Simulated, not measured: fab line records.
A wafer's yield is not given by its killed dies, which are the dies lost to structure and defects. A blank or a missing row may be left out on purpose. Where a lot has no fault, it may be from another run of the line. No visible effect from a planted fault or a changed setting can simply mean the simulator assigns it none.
Struck lot and sound lot, side by side || flow sky130 || 15 out of 708 route steps
Sound: wafers L141.2, L141.5, L141.6. Struck: wafers L149.1, L149.4, L149.6. The cause is named last.
Per side, at each step with rows, come the tool, then ch with its chambers, and then its first start. Under that, the readings that differ: sound wafers || struck wafers || difference of the means || sigmas: that difference in standard deviations of wafers without a fault.
alike: same words and numbers on both sides, and readings whose means sit less than 2 such deviations apart. not compared: any withheld reading, any reading some wafer has no value for, any bound like >300 that may hide the same value, and any number with overlapping values for which the record gives no deviation.
Wherever a step has rows on one side only, a row that says differs or no value, or a row with sigmas, the two part there. When numbers do not overlap yet have no deviation, they are printed without sigmas and do not part them. A reading missing from all wafers of one side parts the sides only when that side holds two or more wafers.

first, 1 step without rows for these wafers: SKY_VT_ADJUST_NCORE_DEVELOP_06 (develop time 60 s).
SKY_VT_ADJUST_NCORE_CD_MEAS_07: target cd 380 nm.
  sound on cdSem-01 at day 11 19:07; struck on cdSem-02 at day 14 09:22
  alike: cdNm
SKY_VT_ADJUST_NCORE_OVL_MEAS_08:
  sound on overlay-02 at day 11 19:13; struck on overlay-02 at day 14 09:29
  alike: VT_ADJUST_NCORE_OVL
next, for these wafers, 1 step has no rows: SKY_VT_ADJUST_NCORE_IMPLANT_09.
SKY_VT_ADJUST_NCORE_STRIP_10: strips in O2/N2.
  sound on plasmaAsher-02 ch 0,1, day 11 19:23; struck on plasmaAsher-02 ch 0, day 14 09:40
  alike: drypumpMotorCurrentA, oesProductAu, stripTimeToEndpointS
  not compared: rfHoursCounterH
SKY_VT_ADJUST_NCORE_TW_MEAS_11:
  sound on filmMetro-01 at day 11 19:30; struck on filmMetro-02 at day 14 09:46
{"reading": "VT_ADJUST_NCORE_TW", "sound": "225.7 224.4 224.8", "struck": "218.9 219.5 218.3", "difference": -6.1, "sigmas": -2}
then, 6 steps without rows for these wafers: SKY_VT_ADJUST_HVTR_DEHYDRATE_00 (time 60 s); SKY_VT_ADJUST_HVTR_HMDS_01 (prime time 60 s); SKY_VT_ADJUST_HVTR_COAT_02 (resist thk 1140 nm); SKY_VT_ADJUST_HVTR_SOFTBAKE_03 (time 60 s); SKY_VT_ADJUST_HVTR_EXPOSE_04 (exposes mask HVTRM, target cd 380 nm); SKY_VT_ADJUST_HVTR_PEB_05.
SKY_VT_ADJUST_HVTR_DEVELOP_06: develop time 60 s.
  sound on lithoTrack-01 ch 0, day 12 19:46; struck on lithoTrack-01 ch 0, day 15 11:33
{"reading": "developerTempC (C)", "sound": "23.00 23.20 23.16", "struck": "22.20 22.17 22.20", "difference": -0.93, "sigmas": -8}
SKY_VT_ADJUST_HVTR_CD_MEAS_07: target cd 380 nm.
  sound on cdSem-02 at day 12 19:55; struck on cdSem-01 at day 15 11:42
  alike: cdNm
-- here the record skips 35 days between the struck wafers' starts before and after, leaving off in module VT_ADJUST_HVTR and picking up in module PAD_OPEN (first step shown: number 708 of the route) --
SKY_PAD_OPEN_PROBE_99:
  sound on prober-02 at day 48 13:40; struck on prober-02 at day 50 11:29
  alike: killed_at_M0_to_M3, killed_at_M4_up, killedAtContacts, killedAtFrontEnd, killedAtOther, killedDies, killedOpen, killedShort

## WHERE THEY PART
First at SKY_VT_ADJUST_NCORE_TW_MEAS_11; last, within this record, at SKY_VT_ADJUST_HVTR_DEVELOP_06. Later steps at which nothing parts them and some readings are alike: SKY_VT_ADJUST_HVTR_CD_MEAS_07, SKY_PAD_OPEN_PROBE_99.

WHY: the cause the simulator had injected
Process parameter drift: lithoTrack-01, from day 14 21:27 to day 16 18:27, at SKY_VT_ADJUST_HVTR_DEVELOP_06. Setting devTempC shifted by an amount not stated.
